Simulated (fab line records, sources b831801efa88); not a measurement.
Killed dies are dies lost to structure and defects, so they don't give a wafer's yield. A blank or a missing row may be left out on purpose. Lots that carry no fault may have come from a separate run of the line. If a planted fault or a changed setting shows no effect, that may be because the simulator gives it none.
A lot that was struck, set against a sound lot + flow gf180mcu + 17 out of 602 route steps
Sound: the wafers L253.1, L253.2, L253.5. Wafers struck: L262.1, L262.4, L262.5. Last of all comes the cause.
Per side, at each step with rows, come the tool, then ch with its chambers, and then its first start. Under that, the readings that differ: sound wafers + struck wafers + difference of the means + sigmas: that difference in standard deviations of wafers without a fault.
alike: words and numbers the same on both sides, and readings whose means are apart by under 2 such deviations; not compared: readings that were withheld, readings missing a value for some wafer, numbers with overlapping values and no deviation given by the record, and bounds like >300 which may hide the same value.
The two part at a step that has a row with sigmas, a row that says differs or no value, or rows on one side only. Non-overlapping numbers with no deviation appear without sigmas and do not part them. Lack of a reading on every wafer of one side parts them only where that side has two or more wafers.

first, 3 steps without rows for these wafers: GF_V1_EXPOSE_11 (exposes mask Via1, target cd 260 nm); GF_V1_PEB_12 (peb time 90 s); GF_V1_DEVELOP_13 (develop time 60 s).
GF_V1_CD_MEAS_14: the cd target is 260 nm.
  sound on cdSem-01, day 21 00:29; struck on cdSem-02, day 24 07:01
  alike: cdNm
GF_V1_OVL_MEAS_15:
  sound on overlay-02, day 21 00:37; struck on overlay-01, day 24 07:08
  alike: V1_OVL
GF_V1_ETCH_16: etches BARC in N2/H2.
  sound on rieDiel-01 ch 0,3, day 21 00:39; struck on rieDiel-02 ch 0,2,3, day 24 07:10
  alike: drypumpMotorCurrentA, oesProductAu, throttleValvePct
GF_V1_ETCH_17: etches SiO2 in C4F8/O2/Ar, stops on TiN, target depth 630 nm.
  sound on rieDiel-01 ch 0,3; struck on rieDiel-02 ch 0,2,3
  alike: oesProductAu
then, 3 steps without rows for these wafers: GF_V1_STRIP_18 (strips in O2/N2); GF_V1_STRIP_19 (strips in post etch residue remover, time 1200 s); GF_V1_CLEAN_20 (cleans in DIW).
GF_V1_SPUTTER_21: material Ti, target thk 15 nm, time 80.02 s.
  sound on pvdSputter-03, day 21 01:19; struck on pvdSputter-03, day 24 07:50
  alike: throttleValvePct
GF_V1_SPUTTER_22: material TiN, target thk 10 nm, time 40 s.
  sound on pvdSputter-03, day 21 01:22; struck on pvdSputter-03, day 24 07:53
  alike: throttleValvePct
GF_V1_CVD_23: deposits W, target thk 350 nm, time 105.05 s.
  sound on cvdW-01 ch 0,1, day 21 01:25; struck on cvdW-01 ch 0,1, day 24 07:56
  alike: heaterPowerOuterW, heaterPowerW
GF_V1_RS_MEAS_24: measures by four-point-probe.
  sound on filmMetro-03, day 21 01:31; struck on filmMetro-04, day 24 08:02
| reading          | sound             | struck            | difference | sigmas |
|------------------|-------------------|-------------------|------------|--------|
| V1_W_RS (ohm/sq) | 0.325 0.325 0.327 | 0.456 0.446 0.465 | +0.130     | +21    |
GF_V1_THK_MEAS_25: measures by xrf.
  sound on filmMetro-03, day 21 01:38; struck on filmMetro-04, day 24 08:10
| reading       | sound       | struck      | difference | sigmas |
|---------------|-------------|-------------|------------|--------|
| V1_W_THK (nm) | 332 333 329 | 268 270 266 | -63        | -9     |
GF_V1_CMP_26: polishes, stops on SiO2, t overpolish 15 s, target thk 0 nm.
  sound on cmp-01 ch 0,1, day 21 01:45; struck on cmp-01 ch 0,1,3, day 24 08:13
  alike: edgeZonePressureFrac, headPressurePsi, motorCurrentA, overpolishRunS, timeToEndpointS
next, for these wafers, 1 step has no rows: GF_PASSIVATION_PROBE_99.

## WHERE THEY PART
Earliest at GF_V1_RS_MEAS_24; latest, in this record, at GF_V1_THK_MEAS_25. Later steps at which nothing parts them and some readings are alike: GF_V1_CMP_26.

WHY: what the simulator had put in
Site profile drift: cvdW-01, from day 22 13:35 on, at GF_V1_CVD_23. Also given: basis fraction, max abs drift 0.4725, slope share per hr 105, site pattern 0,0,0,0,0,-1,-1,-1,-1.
